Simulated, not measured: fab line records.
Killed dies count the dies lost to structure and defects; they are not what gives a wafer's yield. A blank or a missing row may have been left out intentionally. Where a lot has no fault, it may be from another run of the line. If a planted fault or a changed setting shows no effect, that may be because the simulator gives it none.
Which tool is to blame? -- flow gf180mcu -- 11 lots, 33 wafers sampled, at 6 steps of a route of 602

## WHAT THE GAUGES READ, wafer by wafer
GF_POLY_GATE_OVL_MEAS_11. Usual: POLY_GATE_OVL -2 nm, standard deviation 5.5.
lot,measured,on,POLY_GATE_OVL (nm),flag
L515,day 8 23:38,overlay-01,1 0 3,
L518,day 9 21:08,overlay-01,-9 -6 -8,
L519,day 10 00:39,overlay-01,-9 -8 -9,
L523,day 11 16:02,overlay-01,-5 -2 -6,
L524,day 12 05:51,overlay-01,-15 -3 -7,
L531,day 14 06:02,overlay-02,2 0 1,
L530,day 14 08:17,overlay-02,-2 -6 0,
L532,day 15 00:08,overlay-02,-6 -8 -11,
L534,day 15 07:59,overlay-02,7 0 7,
L537,day 15 15:29,overlay-02,4 3 -2,
L536,day 15 17:30,overlay-02,0 -2 1,

GF_HV_LDD_OVL_MEAS_20. Usual: HV_LDD_01_OVL 1.1 nm, standard deviation 1.2.
lot,measured,on,HV_LDD_01_OVL (nm),flag
L515,day 10 13:41,overlay-02,0.4 0.6 0.3,
L518,day 11 14:08,overlay-02,2.9 2.9 1.6,
L519,day 11 14:44,overlay-02,1.8 2.5 1.8,
L523,day 13 08:38,overlay-02,1.3 2.2 2.4,
L524,day 13 23:11,overlay-02,2.8 2.7 4.6,
L531,day 16 02:56,overlay-01,1.8 2.0 2.0,
L530,day 16 05:32,overlay-02,4.2 4.1 1.8,
L532,day 16 23:08,overlay-01,0.2 1.4 1.5,
L534,day 17 04:35,overlay-01,2.4 1.2 0.7,
L537,day 17 18:50,overlay-01,2.0 1.5 0.5,
L536,day 17 19:30,overlay-01,-1.4 -2.0 -1.0,

GF_HV_LDD_TW_MEAS_23. Usual: HV_LDD_2_TW 1057, standard deviation 5.1.
lot,measured,on,HV_LDD_2_TW,flag
L515,day 10 13:58,film metro-04,1053 1051 1062,
L518,day 11 14:26,film metro-04,1048 1055 1058,
L519,day 11 15:02,film metro-01,1063 1059 1067,
L523,day 13 08:55,film metro-01,30 30 30,OFF
L524,day 13 23:29,film metro-03,30 30 30,OFF
L531,day 16 03:13,film metro-03,1061 1067 1065,
L530,day 16 05:50,film metro-04,1054 1055 1056,
L532,day 16 23:26,film metro-04,1058 1063 1054,
L534,day 17 04:53,film metro-03,1057 1050 1051,
L537,day 17 19:08,film metro-04,1050 1050 1052,
L536,day 17 19:48,film metro-04,1059 1059 1051,

## WHAT TOOL EACH LOT RAN ON (gives the tool, then ch and the chambers of the sampled wafers, and finally the start)
lot,GF_DUAL_GATE_STRIP_13,GF_HV_LDD_STRIP_10,GF_HV_LDD_STRIP_22
L515,"plasma asher-01 ch 0,1, day 8 02:49","plasma asher-01 ch 0,1, day 9 20:46","plasma asher-01 ch 0,1, day 10 13:52"
L518,"plasma asher-01 ch 0,1, day 8 23:18","plasma asher-04 ch 0,1, day 10 19:28","plasma asher-02 ch 0,1, day 11 14:19"
L519,"plasma asher-01 ch 0,1, day 9 03:31","plasma asher-04 ch 0,1, day 10 20:24","plasma asher-01 ch 0,1, day 11 14:57"
L523,"plasma asher-02 ch 0,1, day 10 17:44","plasma asher-04 ch 0,1, day 12 12:46","plasma asher-01 ch 0, day 13 08:49"
L524,"plasma asher-03 ch 0,1, day 11 06:20","plasma asher-01 ch 0,1, day 13 03:01","plasma asher-04 ch 0,1, day 13 23:22"
L531,"plasma asher-03 ch 0,1, day 13 04:17","plasma asher-04 ch 0,1, day 15 05:13","plasma asher-01 ch 0,1, day 16 03:07"
L530,"plasma asher-03 ch 0, day 13 06:08","plasma asher-01 ch 0,1, day 15 07:40","plasma asher-02 ch 1, day 16 05:43"
L532,"plasma asher-02 ch 0,1, day 13 23:32","plasma asher-04 ch 0, day 16 00:43","plasma asher-01 ch 0,1, day 16 23:19"
L534,"plasma asher-01 ch 0,1, day 14 08:11","plasma asher-04 ch 0,1, day 16 06:58","plasma asher-01 ch 0,1, day 17 04:46"
L537,"plasma asher-03 ch 0,1, day 14 14:11","plasma asher-02 ch 0,1, day 16 20:16","plasma asher-02 ch 0,1, day 17 19:01"
L536,"plasma asher-02 ch 0,1, day 14 17:19","plasma asher-01 ch 0,1, day 16 20:30","plasma asher-01 ch 0,1, day 17 19:42"
- GF_DUAL_GATE_STRIP_13: strips in O2/N2.
- GF_HV_LDD_STRIP_10: strips in O2/N2.
- GF_HV_LDD_STRIP_22: strips in O2/N2.

## WHAT THE TOOLS THEMSELVES READ (means of the sampled wafers that have a number; where no wafer has one, the mark that the record gives instead)
GF_DUAL_GATE_STRIP_13. Usual: chamber pressure mTorr 1500.2 mTorr, standard deviation 1.4; drypump motor current A 5.6 A, standard deviation 0.4; heater power w 341 W, standard deviation 27; oes product au 0.716 a.u., standard deviation 0.0046; strip time to endpoint s 12.63 s, standard deviation 0.037.
lot,tool,chamber pressure mTorr (mTorr),drypump motor current A (A),heater power w (W),oes product au (a.u.),strip time to endpoint s (s),flag
L515,plasma asher-01,1499.9,5.4,344,0.718,12.58,
L518,plasma asher-01,1499.3,5.4,352,0.714,12.58,
L519,plasma asher-01,1501.4,5.4,348,0.711,12.65,
L523,plasma asher-02,1499.8,5.1,331,0.714,12.63,
L524,plasma asher-03,1500.9,5.9,324,0.711,12.58,
L531,plasma asher-03,1500.0,6.0,345,0.712,12.61,
L530,plasma asher-03,1501.5,5.9,307,0.716,12.64,
L532,plasma asher-02,1499.1,5.3,342,0.714,12.65,
L534,plasma asher-01,1498.8,5.5,365,0.717,12.65,
L537,plasma asher-03,1500.7,6.0,348,0.719,12.58,
L536,plasma asher-02,1499.9,5.1,318,0.716,12.65,

GF_HV_LDD_STRIP_10. Usual: chamber pressure mTorr 1500.0 mTorr, standard deviation 1.3; drypump motor current A 5.4 A, standard deviation 0.32; heater power w 344 W, standard deviation 28; oes product au 0.716 a.u., standard deviation 0.0048; strip time to endpoint s 12.62 s, standard deviation 0.033.
lot,tool,chamber pressure mTorr (mTorr),drypump motor current A (A),heater power w (W),oes product au (a.u.),strip time to endpoint s (s),flag
L515,plasma asher-01,1500.2,5.5,362,0.721,12.61,
L518,plasma asher-04,1501.2,5.4,351,0.718,12.65,
L519,plasma asher-04,1499.8,5.6,329,0.718,12.66,
L523,plasma asher-04,-,-,-,-,-,OFF
L524,plasma asher-01,-,-,-,-,-,OFF
L531,plasma asher-04,1500.4,5.5,333,0.713,12.58,
L530,plasma asher-01,1499.6,5.4,351,0.713,12.59,
L532,plasma asher-04,1499.4,5.7,311,0.721,12.63,
L534,plasma asher-04,1499.5,5.4,345,0.714,12.56,
L537,plasma asher-02,1499.7,5.1,325,0.718,12.64,
L536,plasma asher-01,1499.6,5.5,365,0.716,12.62,

GF_HV_LDD_STRIP_22. Usual: chamber pressure mTorr 1500.2 mTorr, standard deviation 1.3; drypump motor current A 5.4 A, standard deviation 0.33; heater power w 344 W, standard deviation 29; oes product au 0.717 a.u., standard deviation 0.0045; strip time to endpoint s 12.63 s, standard deviation 0.033.
lot,tool,chamber pressure mTorr (mTorr),drypump motor current A (A),heater power w (W),oes product au (a.u.),strip time to endpoint s (s),flag
L515,plasma asher-01,1500.5,5.6,366,0.723,12.66,
L518,plasma asher-02,1501.2,5.1,325,0.717,12.59,
L519,plasma asher-01,1501.1,5.6,366,0.712,12.61,
L523,plasma asher-01,1500.2,5.7,383,0.720,27.61,OFF
L524,plasma asher-04,1500.2,5.5,329,0.719,27.61,OFF
L531,plasma asher-01,1501.0,5.4,346,0.713,12.59,
L530,plasma asher-02,1499.8,5.6,342,0.714,12.69,
L532,plasma asher-01,1501.1,5.6,357,0.719,12.59,
L534,plasma asher-01,1500.1,5.4,347,0.718,12.68,
L537,plasma asher-02,1499.3,5.4,339,0.715,12.62,
L536,plasma asher-01,1499.1,5.4,345,0.716,12.61,

## THE ANSWER, worked out from the rows above alone
Rule: a lot counts as off when the mean over its wafers that have a number is more than 3 standard deviations away from the usual mean. Also off: a lot with no number at a reading for which 4 or more lots have one. Where the step has rows for the other lots, those lots are counted as sound. First the gauges in route order, then the tools' own readings, where a lot's mean is used as printed above. The first step at which some lot is off is used, and at that step the reading that is off furthest; a lot without a number counts as furthest.
Off: L523, L524, at GF_HV_LDD_TW_MEAS_23 (HV_LDD_2_TW).
If a tool, at a process step before that reading, ran all the lots that are off and no sound lot after the first of them, it fits. Not tried: the gauges at GF_HV_LDD_TW_MEAS_23; whatever is off there is also off at GF_HV_LDD_STRIP_10, on other tools, and gauge error can't account for it. No candidate that was tried fits.

## WHAT THE SIMULATOR HAD INSERTED
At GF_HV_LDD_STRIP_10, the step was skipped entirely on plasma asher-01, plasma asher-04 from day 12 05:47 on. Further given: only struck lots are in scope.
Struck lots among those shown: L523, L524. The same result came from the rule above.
